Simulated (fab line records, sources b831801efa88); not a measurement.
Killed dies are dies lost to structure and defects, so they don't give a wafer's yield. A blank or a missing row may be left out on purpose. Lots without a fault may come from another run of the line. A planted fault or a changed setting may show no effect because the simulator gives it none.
fab line records | flow sky130
record lots=12 wafers=36 last_day=50
route steps=708 shown SONOS_ONO@182 POLY_GATE@228 LDD_N@253
lots that met no fault: from a run of the same line without faults
start_h: hours from the record's first day to the start of the lot's first wafer shown | wait_h: hours since the lot's step before | " the same as in the row above | L1.1+2: a row that stands for several wafers | - no value, or no start given | * or withheld: withheld | < > ~ a bound
route shown NAME@n: a module of which the file shows steps, and the number in the route of the first | usual: mean/standard deviation of fault-free wafers | same: alike in all rows | chamber/n: place in a boat | sites: the reading at each site | _std_site: their standard deviation | _edge_site: outer sites' mean less inner sites' | radius_mm: how far each site lies from the wafer's centre | mask NAME#n: copy n | behind: the tool/chamber that last shaped the wafer | hold: why the lot was held/for how many hours/how that ended | device: the transistor (n, p or np) that didn't switch | end of line: the same wafers' tests at the end of the route | a step without rows: its recipe alone | killed: dies lost to structure and defects at the first sort, not the wafer's yield | map: a wafer's dies, x killed, . not, _ none there
set.NAME: the setting as run; set.NAME@STEP: as run at that earlier step | model.NAME: the simulator's own value behind a step, which no gauge read
steps of the route over a sample of lots; a table a step, a row a wafer
services: from which hour (start_h, from the record's first day; less than 0 if before it) a tool's chamber was out of use, for how many hours, and why
## steps
# step SKY_SONOS_ONO_OVL_MEAS_14
# usual SONOS_ONO_OVL=0.7/1.1
# columns lot.wafer tool chamber start_h wait_h SONOS_ONO_OVL[nm]
L681.3 overlay-01 - 297.48 0.1 -0.6
L681.4 " - " " -1.0
L681.6 " - " " -1.7
L682.1 overlay-01 - 304.03 0.1 -0.6
L682.3 " - " " 0.7
L682.5 " - " " -0.3
L686.3 overlay-01 - 323.19 0.1 2.9
L686.5 " - " " 1.9
L686.6 " - " " 1.9
L687.3 overlay-02 - 339.09 0.1 0.6
L687.4 " - " " 1.2
L687.6 " - " " 0.0
L692.1 overlay-02 - 370.91 0.1 2.0
L692.2 " - " " 3.2
L692.3 " - " " 1.1
L693.1 overlay-02 - 374.63 0.1 -1.0
L693.3 " - " " -0.2
L693.5 " - " " 1.5
L694.3 overlay-02 - 381.23 0.1 0.7
L694.4 " - " " 1.1
L694.6 " - " " -0.6
L699.2 overlay-01 - 427.42 0.1 -0.1
L699.5 " - " " 0.7
L699.6 " - " " -0.2
L700.2 overlay-02 - 428.52 0.1 1.5
L700.3 " - " " 2.2
L700.6 " - " " -0.6
L702.2 overlay-02 - 453.37 0.1 2.6
L702.5 " - " " 2.5
L702.6 " - " " 2.1
L703.4 overlay-02 - 458.05 0.1 -0.6
L703.5 " - " " -1.2
L703.6 " - " " 1.0
L704.1 overlay-02 - 467.81 0.1 -0.7
L704.3 " - " " 0.3
L704.6 " - " " 0.2
# step SKY_POLY_GATE_OVL_MEAS_14
# usual POLY_GATE_OVL=-1/7.6
# columns lot.wafer tool chamber start_h wait_h POLY_GATE_OVL[nm]
L681.3 overlay-02 - 385.26 0.1 -5
L681.4 " - " " 7
L681.6 " - " " 5
L682.1 overlay-02 - 397.35 0.1 12
L682.3 " - " " 8
L682.5 " - " " 8
L686.3 overlay-02 - 413.84 0.1 1
L686.5 " - " " -3
L686.6 " - " " 6
L687.3 overlay-02 - 434.54 0.1 -4
L687.4 " - " " -3
L687.6 " - " " 1
L692.1 overlay-01 - 471.18 0.1 2
L692.2 " - " " 7
L692.3 " - " " 3
L693.1 overlay-01 - 473.63 0.1 -8
L693.3 " - " " -1
L693.5 " - " " -5
L694.3 overlay-02 - 484.46 0.1 -6
L694.4 " - " " -1
L694.6 " - " " -6
L699.2 overlay-01 - 528.05 0.1 -2
L699.5 " - " " -9
L699.6 " - " " -4
L700.2 overlay-01 - 530.03 0.1 2
L700.3 " - " " -3
L700.6 " - " " 6
L702.2 overlay-02 - 551.93 0.1 -9
L702.5 " - " " -2
L702.6 " - " " -7
L703.4 overlay-01 - 556.00 0.1 0
L703.5 " - " " 8
L703.6 " - " " -1
L704.1 overlay-01 - 563.03 0.1 -12
L704.3 " - " " -17
L704.6 " - " " -15
# step SKY_POLY_GATE_OXIDATION_20
# recipe temp_c=850 ambient=O2 stabilise_s=600 purge_s=300 target_thk_a=40 ox_time_s=899
# usual spike_tc_bottom_C=866.8/2.1 spike_tc_centre_C=851.0/1 spike_tc_lower_C=850.2/1 spike_tc_top_C=862.4/2.9 spike_tc_upper_C=848.3/1.2 zone_power_bottom_pct=23.4/0.4 zone_power_lower_pct=15.5/1.4
# columns lot.wafer tool chamber start_h wait_h spike_tc_bottom_C spike_tc_centre_C spike_tc_lower_C spike_tc_top_C spike_tc_upper_C zone_power_bottom_pct zone_power_lower_pct
L681.3 furnace-02 0 390.10 4.4 869.9 851.2 851.3 859.5 846.5 23.1 13.9
L681.4 " 0 " " 867.7 852.2 850.8 860.2 848.7 23.5 14.0
L681.6 " 0 " " 869.9 850.7 849.9 859.7 848.3 23.0 13.9
L682.1 furnace-02 0 398.51 0.7 869.8 849.4 850.2 857.8 849.3 22.9 13.9
L682.3 " 0 " " 868.9 852.2 849.5 859.1 850.8 23.2 14.0
L682.5 " 0 " " 869.2 849.4 849.4 858.8 847.8 23.0 13.9
L686.3 furnace-01 0 415.64 1.4 867.1 850.3 849.5 863.3 848.4 23.8 16.4
L686.5 " 0 " " 863.6 850.6 850.1 863.9 847.0 23.7 16.5
L686.6 " 0 " " 864.5 849.6 847.3 864.9 846.9 23.3 16.9
L687.3 furnace-01 0 436.11 1.2 864.5 852.0 847.6 864.7 847.5 24.0 16.8
L687.4 " 0 " " 866.1 851.2 848.9 864.5 849.8 23.0 16.7
L687.6 " 0 " " 867.2 850.9 849.0 865.5 850.5 23.9 16.9
L692.1 furnace-01 0 471.60 0.0 885.7 871.5 872.5 887.2 870.8 24.7 17.3
L692.2 " 0 " " 885.1 871.0 871.2 885.5 869.2 25.2 17.4
L692.3 " 0 " " 887.0 874.0 871.6 885.5 869.5 25.0 17.8
L693.1 furnace-01 0 474.06 0.0 887.9 873.1 872.1 885.1 868.0 25.0 17.6
L693.3 " 0 " " 887.2 871.6 871.5 886.5 870.3 24.9 17.2
L693.5 " 0 " " 887.6 872.4 872.3 888.5 870.1 25.1 17.6
L694.3 furnace-02 0 484.87 0.0 868.4 850.5 852.5 860.2 849.0 23.2 13.9
L694.4 " 0 " " 869.6 852.0 850.9 860.8 851.0 22.9 13.9
L694.6 " 0 " " 867.9 849.8 849.9 859.2 849.1 23.0 14.2
L699.2 furnace-02 0 528.47 0.0 869.7 852.3 850.3 860.5 849.0 23.3 14.1
L699.5 " 0 " " 869.8 851.6 850.2 859.6 849.1 23.8 13.9
L699.6 " 0 " " 868.4 851.8 852.8 859.7 848.8 23.5 14.0
L700.2 furnace-02 0 531.25 0.7 869.5 852.2 850.9 858.6 849.3 23.1 14.0
L700.3 " 0 " " 868.2 851.1 851.4 860.2 847.5 23.0 14.0
L700.6 " 0 " " 868.2 851.5 850.1 858.2 849.0 22.4 13.9
L702.2 furnace-01 0 552.35 0.0 866.9 851.0 850.8 866.5 847.2 23.7 16.7
L702.5 " 0 " " 866.6 850.9 850.0 865.8 846.0 23.6 16.8
L702.6 " 0 " " 864.7 850.9 849.6 864.7 846.9 23.8 16.9
L703.4 furnace-01 0 556.90 0.4 867.8 849.4 850.1 866.0 847.8 23.7 16.7
L703.5 " 0 " " 865.1 850.4 850.9 864.9 846.6 23.9 16.7
L703.6 " 0 " " 865.8 851.0 848.9 865.5 847.5 23.6 16.5
L704.1 furnace-01 0 563.45 0.0 864.5 849.7 851.1 865.6 848.4 23.2 16.6
L704.3 " 0 " " 863.4 852.1 849.5 865.1 848.2 23.2 16.7
L704.6 " 0 " " 864.3 851.5 849.8 863.9 847.0 23.7 16.6
# step SKY_POLY_GATE_THK_MEAS_21
# recipe reads=SiO2_of_POLY_GATE_OXIDATION_20
# usual POLY_GATE_OXIDATION_THK=3.95/0.073
# columns lot.wafer tool chamber start_h wait_h POLY_GATE_OXIDATION_THK[nm]
L681.3 film_metro-04 - 391.37 0.0 3.90
L681.4 " - " " 4.01
L681.6 " - " " 3.87
L682.1 film_metro-03 - 399.76 0.0 3.92
L682.3 " - " " 4.03
L682.5 " - " " 3.96
L686.3 film_metro-03 - 416.91 0.0 4.06
L686.5 " - " " 4.12
L686.6 " - " " 4.00
L687.3 film_metro-04 - 437.38 0.0 3.96
L687.4 " - " " 3.86
L687.6 " - " " 3.89
L692.1 film_metro-04 - 472.85 0.0 5.27
L692.2 " - " " 5.23
L692.3 " - " " 5.19
L693.1 film_metro-03 - 475.30 0.0 5.29
L693.3 " - " " 5.29
L693.5 " - " " 5.31
L694.3 film_metro-03 - 486.14 0.0 3.99
L694.4 " - " " 3.99
L694.6 " - " " 3.97
L699.2 film_metro-01 - 529.73 0.0 3.93
L699.5 " - " " 3.96
L699.6 " - " " 3.86
L700.2 film_metro-03 - 532.51 0.0 3.88
L700.3 " - " " 3.91
L700.6 " - " " 3.86
L702.2 film_metro-03 - 553.61 0.0 3.94
L702.5 " - " " 3.95
L702.6 " - " " 3.90
L703.4 film_metro-03 - 558.18 0.0 4.16
L703.5 " - " " 4.01
L703.6 " - " " 4.05
L704.1 film_metro-03 - 564.70 0.0 3.97
L704.3 " - " " 4.04
L704.6 " - " " 3.93
# step SKY_LDD_N_STRIP_16
# recipe chemistry=O2/N2 power_w=1400 pressure_mtorr=1500 platen_temp_c=withheld o2_flow_sccm=3000 n2_flow_sccm=300 overash_fraction=0.5
# usual drypump_motor_current_A=5.9/0.59 oes_product_au=0.407/0.0049 strip_time_to_endpoint_s=4.304/0.014
# columns lot.wafer tool chamber start_h wait_h drypump_motor_current_A oes_product_au rf_hours_counter_h strip_time_to_endpoint_s
L681.3 plasma_asher-01 0 421.51 0.1 5.5 0.400 - 4.296
L681.4 " 1 " " 6.7 0.409 - 4.318
L681.6 " 0 " " 5.5 0.400 - 4.305
L682.1 plasma_asher-01 0 431.50 0.1 5.6 0.403 71 4.312
L682.3 " 0 " " 5.5 0.406 - 4.331
L682.5 " 1 " " 6.7 0.419 - 4.326
L686.3 plasma_asher-01 1 448.33 0.1 6.7 0.408 - 4.315
L686.5 " 1 " " 6.7 0.408 - 4.305
L686.6 " 0 " " 5.6 0.406 - 4.301
L687.3 plasma_asher-02 0 469.26 0.1 6.0 0.407 - 4.302
L687.4 " 1 " " 5.0 0.408 - 4.323
L687.6 " 1 " " 5.0 0.405 - 4.301
L692.1 plasma_asher-01 0 504.54 0.1 5.6 0.408 78 4.287
L692.2 " 1 " " 6.7 0.419 78 4.307
L692.3 " 0 " " 5.6 0.403 - 4.305
L693.1 plasma_asher-03 0 506.89 0.1 6.4 0.400 40 4.291
L693.3 " 1 " " 5.9 0.403 - 4.278
L693.5 " 0 " " 6.4 0.402 - 4.314
L694.3 plasma_asher-03 1 517.43 0.1 5.9 0.408 - 4.306
L694.4 " 0 " " 6.3 0.409 - 4.288
L694.6 " 0 " " 6.3 0.403 - 4.288
L699.2 plasma_asher-02 0 560.43 0.1 6.0 0.413 13 4.286
L699.5 " 0 " " 6.0 0.405 - 4.316
L699.6 " 1 " " 5.0 0.403 - 4.299
L700.2 plasma_asher-02 0 563.79 0.1 6.0 0.411 13 4.280
L700.3 " 1 " " 5.0 0.407 - 4.305
L700.6 " 1 " " 5.0 0.419 - 4.328
L702.2 plasma_asher-01 0 584.73 0.1 5.5 0.398 85 4.309
L702.5 " 0 " " 5.5 0.407 - 4.294
L702.6 " 1 " " 6.8 0.412 - 4.300
L703.4 plasma_asher-01 0 588.83 0.1 5.6 0.400 - 4.297
L703.5 " 0 " " 5.6 0.409 - 4.317
L703.6 " 1 " " 6.7 0.408 - 4.298
L704.1 plasma_asher-01 1 595.28 0.1 6.7 0.406 87 4.301
L704.3 " 0 " " 5.6 0.408 - 4.312
L704.6 " 0 " " 5.5 0.408 - 4.287
## services
# columns tool chamber start_h hours kind
plasma_asher-01 - 371.14 25.5 pm
furnace-01 - 381.09 14.5 pm
furnace-01 - 399.68 2.9 pm
plasma_asher-01 - 405.40 0.4 repair
plasma_asher-03 - 412.42 2.6 repair
plasma_asher-01 - 419.84 1.1 repair
plasma_asher-02 - 421.25 9.0 pm
plasma_asher-02 0 421.25 9.0 vent_cycle
plasma_asher-02 1 421.25 9.0 vent_cycle
plasma_asher-02 0 430.25 - clean
plasma_asher-01 - 468.41 0.8 repair
furnace-01 - 475.88 8.5 pm
plasma_asher-02 - 478.23 3.8 repair
plasma_asher-02 - 491.20 1.4 repair
furnace-02 - 492.82 3.3 pm
furnace-02 - 516.05 6.1 repair
furnace-01 - 522.13 11.6 pm
furnace-02 - 536.39 3.6 pm
plasma_asher-03 - 543.95 0.5 repair
plasma_asher-03 - 548.65 1.4 repair
plasma_asher-01 - 563.37 4.4 repair
furnace-01 - 568.44 4.5 pm
plasma_asher-03 - 573.39 0.4 repair
plasma_asher-01 - 590.48 0.6 repair
## key
first_sign step=SKY_POLY_GATE_OXIDATION_20 reading=spike_tc_lower_C direction=up sigmas=22 usual=850.2 struck=871.8
effect step=SKY_POLY_GATE_OXIDATION_20 reading=spike_tc_centre_C direction=up sigmas=21 usual=851.0 struck=872.3
effect step=SKY_POLY_GATE_THK_MEAS_21 reading=POLY_GATE_OXIDATION_THK direction=up sigmas=18 usual=3.95 struck=5.26
met_at SKY_POLY_GATE_OXIDATION_20
struck_lots L692,L693
tester_left_out L692,L693
not_acting_at SKY_SONOS_ONO_OVL_MEAS_14,SKY_POLY_GATE_OVL_MEAS_14,SKY_LDD_N_STRIP_16
onset_between 436.11 471.60
fault kind=process_parameter_drift tool=furnace-01 chamber=- onset_h=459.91 steps=SKY_POLY_GATE_OXIDATION_20 channel=temp_c offset=* shape=step end_h=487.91 acts_in=* stated=*
# tester_left_out: of these lots the tester's yield and bins aren't shown, on N5 and GAA mostly nor the transistor test; their killed dies are dies lost to structure and defects alone, not to doping, threshold or leakage, so they don't give the yield
